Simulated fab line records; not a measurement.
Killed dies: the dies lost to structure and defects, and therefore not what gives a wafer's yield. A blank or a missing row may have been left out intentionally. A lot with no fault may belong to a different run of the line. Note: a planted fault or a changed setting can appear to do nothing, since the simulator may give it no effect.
fab line records	flow sky130
record: lots: 5	wafers: 15	lastDay: 50
route steps=708 shown FIELD_ISO@16 PAD_OPEN@708
lots that met no fault: from a run of the same line without faults
startH: start of the lot's first displayed wafer, in hours after the record's first day	waitH: hours since the lot's step before	" repeats the value in the row above	L1.1+2: a row that stands for several wafers	- no value, or no start was given	* or withheld: withheld	< > ~ a bound
route shown NAME@n: a module of which the file shows steps, and the number in the route of the first	usual: the fault-free wafers' mean and standard deviation	same: alike in all rows	chamber/n: place in a boat	sites: each site's reading	_std_site: standard deviation across them	_edge_site: inner sites' mean taken away from outer sites' mean	radiusMm: how far each site lies from the wafer's centre	mask NAME#n: copy n	behind: the most recent tool/chamber to have shaped the wafer	hold: cause of the lot's hold/its duration in hours/its outcome	device: the transistor (n, p or np) that didn't switch	end of line: the same wafers' tests at the end of the route	for a step that has no rows: nothing shown but its recipe	killed: at the first sort, the dies lost to defects and structure; wafer yield is something else	map: per-die view of a wafer (x killed, . not killed, _ where there is no die)
set.NAME: the setting that was run; set.NAME@STEP: the one run at that earlier step	model.NAME: the simulator's own value behind a step, which no gauge read
a table for each step, a row for each wafer; lots at some steps of the route
services: from which hour (startH, from the record's first day; less than 0 if before it) a tool's chamber was out of use, for how many hours, and why
== steps ==
step: SKY_FIELD_ISO_ETCH_15
recipe: chemistry: CHF3/O2	targetDepthNm: 180	stopOn: Si	sourceW: 600	biasW: 200	pressureMtorr: 40	chf3FlowSccm: 50	O2_flow_sccm: 5	timeS: 72
usual: drypumpMotorCurrentA: 5.9/0.4	oesProductAu: 0.948/0.0064	throttleValvePct: 8.844/0.0096
lot.wafer	tool	chamber	startH	waitH	drypumpMotorCurrentA	oesProductAu	rfHoursCounterH	throttleValvePct
L703.2	rieDiel-04	1	31.08	0.0	5.5	0.950	24	8.841
L703.3	"	2	"	"	5.6	0.944	137	8.846
L703.5	"	2	"	"	5.7	0.940	-	8.850
L709.1	rieDiel-04	1	60.74	0.0	5.5	0.958	24	8.850
L709.3	"	0	"	"	5.6	0.952	19	8.846
L709.5	"	1	"	"	5.6	0.952	-	8.837
L717.4	rieDiel-04	2	103.53	0.0	5.6	0.959	138	8.840
L717.5	"	3	"	"	5.4	0.948	-	8.856
L717.6	"	2	"	"	5.6	0.948	-	8.853
L718.1	rieDiel-04	1	107.89	0.0	5.6	0.937	25	8.846
L718.2	"	0	"	"	5.5	0.942	19	8.846
L718.6	"	1	"	"	5.6	0.944	-	8.835
L724.2	rieDiel-02	0	138.19	0.0	6.2	0.946	4	8.865
L724.4	"	3	"	"	6.1	0.953	-	8.860
L724.5	"	1	"	"	5.4	0.956	-	8.841
step: SKY_FIELD_ISO_STRIP_16
recipe: chemistry: O2/N2	powerW: 1400	pressureMtorr: 1500	platenTempC: withheld	o2FlowSccm: 3000	n2FlowSccm: 300	overashFraction: 0.5
usual: drypumpMotorCurrentA: 5.61/0.28	oesProductAu: 0.378/0.0046	stripTimeToEndpointS: 3.56/0.049
lot.wafer	tool	chamber	startH	waitH	drypumpMotorCurrentA	oesProductAu	rfHoursCounterH	stripTimeToEndpointS
L703.2	plasmaAsher-01	1	31.14	0.0	5.76	0.375	39	3.56
L703.3	"	1	"	"	5.72	0.380	-	3.48
L703.5	"	0	"	"	5.56	0.379	-	3.52
L709.1	plasmaAsher-01	1	60.80	0.0	5.70	0.378	42	3.55
L709.3	"	1	"	"	5.70	0.379	-	3.57
L709.5	"	1	"	"	5.70	0.377	-	3.59
L717.4	plasmaAsher-03	0	103.62	0.1	5.14	0.375	-	3.45
L717.5	"	1	"	"	5.87	0.386	-	3.64
L717.6	"	0	"	"	5.12	0.374	-	3.49
L718.1	plasmaAsher-03	1	107.95	0.0	5.86	0.379	32	3.53
L718.2	"	0	"	"	5.15	0.380	32	3.57
L718.6	"	0	"	"	5.15	0.384	-	3.53
L724.2	plasmaAsher-03	0	138.25	0.0	5.13	0.380	34	3.56
L724.4	"	0	"	"	5.12	0.381	-	3.64
L724.5	"	1	"	"	5.86	0.384	-	3.67
step: SKY_FIELD_ISO_ETCH_17
recipe: targetDepthA: 3420	maskMaterial: Si3N4	chemistry: HBr/Cl2/O2	target: Si	taperDeg: 5	icpW: 600	biasW: 150	pressureMtorr: 15	HBr_flow_sccm: 150	Cl2_flow_sccm: 40	O2_flow_sccm: 6	timeS: 97.7
usual: drypumpMotorCurrentA: 5.78/0.26	oesProductAu: 1.002/0.016	throttleValvePct: 25.656/0.013
lot.wafer	tool	chamber	startH	waitH	drypumpMotorCurrentA	oesProductAu	rfHoursCounterH	throttleValvePct
L703.2	rieSi-01	0	31.24	0.1	5.40	1.009	141	25.648
L703.3	"	3	"	"	5.67	0.990	61	25.656
L703.5	"	0	"	"	5.39	1.016	-	25.646
L709.1	rieSi-02	1	60.90	0.1	6.24	1.004	3	25.664
L709.3	"	2	"	"	5.81	0.976	7	25.676
L709.5	"	3	"	"	5.67	1.025	-	25.624
L717.4	rieSi-02	1	103.73	0.1	6.28	1.009	-	25.660
L717.5	"	3	"	"	5.76	1.028	-	25.635
L717.6	"	2	"	"	5.81	0.986	-	25.659
L718.1	rieSi-02	0	108.05	0.1	5.71	1.007	0	25.642
L718.2	"	1	"	"	6.23	0.994	3	25.647
L718.6	"	0	"	"	5.72	1.023	-	25.662
L724.2	rieSi-01	3	138.35	0.1	5.68	0.994	62	25.684
L724.4	"	0	"	"	5.38	1.021	0	25.642
L724.5	"	2	"	"	6.05	0.999	-	25.653
step: SKY_FIELD_ISO_WET_ETCH_18
recipe: chemistry: H3PO4	targetDepthNm: 25	tempC: 160	target: Si3N4	timeS: 286
step: SKY_FIELD_ISO_CLEAN_19
recipe: chemistry: SC1/SC2	mix: 1:4:20	tempC: 70	timeS: 150
step: SKY_FIELD_ISO_CLEAN_20
recipe: chemistry: dHF	timeS: 20	dilution: 100:1
step: SKY_FIELD_ISO_WET_ETCH_21
recipe: chemistry: dHF	dilution: 100:1	targetDepthNm: 20	dry: ipaMarangoni	target: SiO2	tempC: 25	timeS: 400
step: SKY_FIELD_ISO_OXIDATION_22
recipe: tempC: 950	ambient: O2	stabiliseS: 600	purgeS: 300	targetThkA: 100	oxTimeS: 623
step: SKY_FIELD_ISO_THK_MEAS_23
recipe: reads: SiO2_of_FIELD_ISO_OXIDATION_22
usual: FIELD_ISO_OXIDATION_01_THK: 9.91/0.15
lot.wafer	tool	chamber	startH	waitH	FIELD_ISO_OXIDATION_01_THK[nm]
L703.2	filmMetro-02	-	33.89	0.0	10.10
L703.3	"	-	"	"	10.08
L703.5	"	-	"	"	9.99
L709.1	filmMetro-01	-	63.30	0.0	9.90
L709.3	"	-	"	"	9.98
L709.5	"	-	"	"	9.99
L717.4	filmMetro-02	-	105.67	0.0	10.02
L717.5	"	-	"	"	9.94
L717.6	"	-	"	"	9.94
L718.1	filmMetro-01	-	109.58	0.0	10.27
L718.2	"	-	"	"	10.05
L718.6	"	-	"	"	10.18
L724.2	filmMetro-01	-	139.89	0.0	10.18
L724.4	"	-	"	"	10.02
L724.5	"	-	"	"	10.08
step: SKY_FIELD_ISO_CVD_24
recipe: material: SiO2	targetThkNm: 595	tempC: 650	sigmaOpenFrac: 0.3	timeS: 99.2	sih4FlowSccm: 60	pressureMtorr: 6
step: SKY_FIELD_ISO_THK_MEAS_25
recipe: reads: SiO2_of_FIELD_ISO_CVD_24
usual: FIELD_ISO_CVD_24_THK: 591/6.9
lot.wafer	tool	chamber	startH	waitH	FIELD_ISO_CVD_24_THK[nm]
L703.2	filmMetro-03	-	34.03	0.0	586
L703.3	"	-	"	"	589
L703.5	"	-	"	"	592
L709.1	filmMetro-01	-	63.43	0.0	571
L709.3	"	-	"	"	582
L709.5	"	-	"	"	580
L717.4	filmMetro-01	-	105.80	0.0	590
L717.5	"	-	"	"	598
L717.6	"	-	"	"	586
L718.1	filmMetro-03	-	109.72	0.0	591
L718.2	"	-	"	"	588
L718.6	"	-	"	"	589
L724.2	filmMetro-01	-	140.02	0.0	587
L724.4	"	-	"	"	597
L724.5	"	-	"	"	589
step: SKY_FIELD_ISO_ANNEAL_26
recipe: tempC: 1000	timeS: 1800	ambient: N2
step: SKY_FIELD_ISO_CMP_27
recipe: stopOn: Si3N4	tOverpolishS: 16	downForcePsi: 4	platenRpm: 60	targetThkNm: 457.8	padVelocityMS: 0.94248
usual: edgeZonePressureFrac: 1.001/0.0048	motorCurrentA: 12.1/1.2	overpolishRunS: 16.001/0.0098	timeToEndpointS: 111/5.6
lot.wafer	tool	chamber	startH	waitH	edgeZonePressureFrac	motorCurrentA	overpolishRunS	timeToEndpointS
L703.3	cmp-01	0	38.09	0.0	1.014	10.4	16.016	115
L703.2	"	1	"	"	1.006	11.4	15.994	119
L703.5	"	0	"	"	0.998	10.7	16.017	112
L709.1	cmp-02	3	65.25	0.0	1.003	14.0	16.005	110
L709.3	"	0	"	"	1.004	11.3	15.983	117
L709.5	"	3	"	"	0.998	13.8	16.001	116
L717.4	cmp-01	2	108.07	0.0	0.996	11.1	16.012	58
L717.6	"	2	"	"	0.995	10.6	16.015	57
L717.5	"	3	"	"	1.000	11.6	15.996	104
L718.2	cmp-02	3	111.87	0.0	0.996	14.3	16.001	113
L718.1	"	1	"	"	1.004	11.8	15.997	106
L718.6	"	3	"	"	1.001	14.4	16.012	112
L724.2	cmp-02	1	141.62	0.1	1.000	11.7	16.005	104
L724.4	"	2	"	"	0.998	13.5	16.011	108
L724.5	"	0	"	"	1.001	11.3	15.998	118
step: SKY_FIELD_ISO_WET_ETCH_28
recipe: chemistry: dHF	targetDepthNm: 23.7	target: SiO2	dilution: 10:1	tempC: 25	timeS: 47
step: SKY_PAD_OPEN_PROBE_99
usual: killed_at_M0_to_M3: 43/6.1	killed_at_M4_up: 3.5/2	killedAtContacts: 25/5.1	killedAtFrontEnd: 14/4.2	killedAtOther: 0.3/0.55	killedDies: 86/8.3	killedOpen: 46/7.2	killedShort: 39/6
same: grossDies: 492	killedAtBackSide: 0
lot.wafer	tool	chamber	startH	waitH	killed_at_M0_to_M3	killed_at_M4_up	killedAtContacts	killedAtFrontEnd	killedAtOther	killedDies	killedOpen	killedShort
L703.2	prober-01	-	1086.04	0.1	43	1	32	20	1	97	51	46
L703.3	prober-01	-	1086.09	0.2	47	3	24	16	0	90	46	44
L703.5	prober-01	-	1086.19	0.2	45	2	25	16	0	88	48	40
L709.1	prober-02	-	1122.03	0.1	46	6	24	14	1	91	44	45
L709.3	prober-02	-	1122.13	0.2	35	3	32	12	0	82	44	38
L709.5	prober-02	-	1122.23	0.2	47	4	25	13	0	89	55	33
L717.4	prober-02	-	1151.38	0.2	41	4	23	8	1	77	46	31
L717.5	prober-02	-	1151.43	0.2	42	1	20	4	0	67	38	29
L717.6	prober-02	-	1151.48	0.2	33	3	29	10	0	75	39	36
L718.1	prober-01	-	1156.98	0.1	37	5	26	25	1	94	50	44
L718.2	prober-01	-	1157.03	0.1	43	2	29	20	1	95	53	41
L718.6	prober-01	-	1157.23	0.2	52	3	24	10	0	89	46	43
L724.2	prober-02	-	1190.43	0.1	36	0	24	12	0	72	47	25
L724.4	prober-02	-	1190.53	0.2	52	2	26	11	0	91	60	30
L724.5	prober-02	-	1190.58	0.2	54	3	17	12	1	87	57	30
killed by level:class
L703.2 LI_CONTACT:geometricParticle:open=11 CONTACT:geometricParticle:open=10 METAL1:geometricParticle:short=9 VIA1:geometricParticle:open=8 METAL2:geometricParticle:short=7 FIELD_ISO:geometricParticle:open=6 VIA2:geometricParticle:open=6 POLY_GATE:geometricParticle:short=5
L703.3 VIA1:geometricParticle:open=11 FIELD_ISO:geometricParticle:short=9 VIA3:geometricParticle:open=9 LI_CONTACT:geometricParticle:open=7 CONTACT:geometricParticle:open=7 METAL1:geometricParticle:short=7 POLY_GATE:geometricParticle:open=4 LI_CONTACT:geometricParticle:short=4
L703.5 VIA1:geometricParticle:open=10 CONTACT:geometricParticle:open=9 CONTACT:geometricParticle:short=7 VIA1:geometricParticle:short=7 VIA2:geometricParticle:open=7 METAL3:geometricParticle:short=5 VIA3:geometricParticle:short=5 POLY_GATE:geometricParticle:open=4
L709.1 VIA1:geometricParticle:open=9 CONTACT:geometricParticle:open=7 VIA1:geometricParticle:short=7 VIA3:geometricParticle:open=7 METAL2:geometricParticle:short=6 LI_CONTACT:geometricParticle:short=5 LOCAL_INTERCONNECT:geometricParticle:short=5 VIA2:geometricParticle:open=5
L709.3 CONTACT:geometricParticle:open=10 VIA1:geometricParticle:open=9 VIA3:geometricParticle:open=9 LI_CONTACT:geometricParticle:short=8 LOCAL_INTERCONNECT:geometricParticle:short=6 FIELD_ISO:geometricParticle:short=5 CONTACT:geometricParticle:short=5 FIELD_ISO:geometricParticle:open=4
L709.5 CONTACT:geometricParticle:open=12 VIA1:geometricParticle:open=11 VIA2:geometricParticle:open=8 VIA3:geometricParticle:open=8 VIA1:geometricParticle:short=7 METAL1:geometricParticle:short=7 CONTACT:geometricParticle:short=5 LOCAL_INTERCONNECT:geometricParticle:short=4
L717.4 CONTACT:geometricParticle:open=9 VIA1:geometricParticle:open=9 METAL2:geometricParticle:short=7 VIA2:geometricParticle:open=6 LI_CONTACT:geometricParticle:open=5 LOCAL_INTERCONNECT:geometricParticle:short=5 VIA3:geometricParticle:open=5 FIELD_ISO:geometricParticle:open=3
L717.5 CONTACT:geometricParticle:open=13 VIA2:geometricParticle:open=10 METAL1:geometricParticle:short=6 VIA1:geometricParticle:open=5 METAL2:geometricParticle:short=5 CONTACT:geometricParticle:short=4 VIA1:geometricParticle:short=3 METAL2:geometricParticle:open=3
L717.6 CONTACT:geometricParticle:open=10 VIA2:geometricParticle:open=8 CONTACT:geometricParticle:short=7 LI_CONTACT:geometricParticle:open=6 VIA1:geometricParticle:open=6 METAL2:geometricParticle:short=5 LOCAL_INTERCONNECT:geometricParticle:short=4 METAL1:geometricParticle:short=3
L718.1 LI_CONTACT:geometricParticle:open=13 CONTACT:geometricParticle:open=8 FIELD_ISO:geometricParticle:short=7 FIELD_ISO:geometricParticle:open=6 POLY_GATE:geometricParticle:open=6 VIA1:geometricParticle:open=6 VIA2:geometricParticle:short=6 POLY_GATE:geometricParticle:short=5
L718.2 VIA1:geometricParticle:open=12 CONTACT:geometricParticle:open=12 LI_CONTACT:geometricParticle:open=8 FIELD_ISO:geometricParticle:open=5 POLY_GATE:geometricParticle:short=5 METAL2:geometricParticle:short=5 VIA3:geometricParticle:open=4 LI_CONTACT:geometricParticle:short=4
L718.6 VIA2:geometricParticle:open=11 VIA1:geometricParticle:open=10 CONTACT:geometricParticle:open=10 CONTACT:geometricParticle:short=7 METAL1:geometricParticle:short=6 VIA3:geometricParticle:short=6 VIA1:geometricParticle:short=5 VIA3:geometricParticle:open=4
L724.2 VIA1:geometricParticle:open=13 CONTACT:geometricParticle:open=12 FIELD_ISO:geometricParticle:open=7 VIA1:geometricParticle:short=7 CONTACT:geometricParticle:short=4 METAL1:geometricParticle:short=4 VIA3:geometricParticle:open=4 LI_CONTACT:geometricParticle:open=3
L724.4 VIA1:geometricParticle:open=16 CONTACT:geometricParticle:open=11 VIA2:geometricParticle:open=11 METAL2:geometricParticle:short=8 LI_CONTACT:geometricParticle:open=7 VIA3:geometricParticle:open=6 LOCAL_INTERCONNECT:geometricParticle:short=5 METAL3:geometricParticle:short=4
L724.5 VIA1:geometricParticle:open=16 VIA2:geometricParticle:open=8 CONTACT:geometricParticle:open=8 VIA3:geometricParticle:open=7 VIA1:geometricParticle:short=5 FIELD_ISO:geometricParticle:open=4 POLY_GATE:geometricParticle:open=4 METAL2:geometricParticle:short=4
== services ==
tool	chamber	startH	hours	kind
cmp-01	-	7.52	3.3	pm
cmp-02	-	9.53	0.5	repair
cmp-02	-	20.65	4.2	pm
cmp-02	-	25.67	14.6	repair
rieSi-02	0	27.39	-	clean
rieSi-02	0	27.39	26.0	scheduledDown
rieSi-02	0	27.39	26.0	ventCycle
rieDiel-02	2	29.22	14.9	repair
cmp-01	-	48.35	0.6	repair
cmp-01	-	64.25	4.0	pm
cmp-01	-	65.05	0.7	repair
rieDiel-02	1	65.89	6.1	repair
cmp-01	-	68.25	-	consumableReplace:conditioner
cmp-01	-	68.25	-	consumableReplace:pad
cmp-02	-	75.45	0.2	repair
plasmaAsher-01	-	81.10	0.7	repair
cmp-02	-	88.53	0.5	repair
rieSi-02	0	101.84	2.9	repair
cmp-02	-	103.56	0.8	repair
plasmaAsher-01	-	108.75	9.0	pm
plasmaAsher-01	0	108.75	9.0	ventCycle
plasmaAsher-03	-	111.79	7.0	repair
cmp-01	-	121.28	0.4	repair
rieDiel-02	2	133.37	5.3	repair
== key ==
firstSign: step: SKY_FIELD_ISO_CMP_27	reading: timeToEndpointS	direction: down	sigmas: 9.6	usual: *	struck: *
effect none on later readings
metAt SKY_FIELD_ISO_CMP_27
struckWafers L717.4,L717.6
testerLeftOut L717
fault: kind: processParameterDrift	tool: cmp-01	chamber: 2	onsetH: 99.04	steps: SKY_FIELD_ISO_CMP_27	channel: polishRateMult	offset: 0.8	shape: step	endH: 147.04
testerLeftOut: of these lots the tester's yield and bins aren't shown, on N5 and GAA mostly nor the transistor test; their killed dies are dies lost to structure and defects alone, not to doping, threshold or leakage, so they don't give the yield
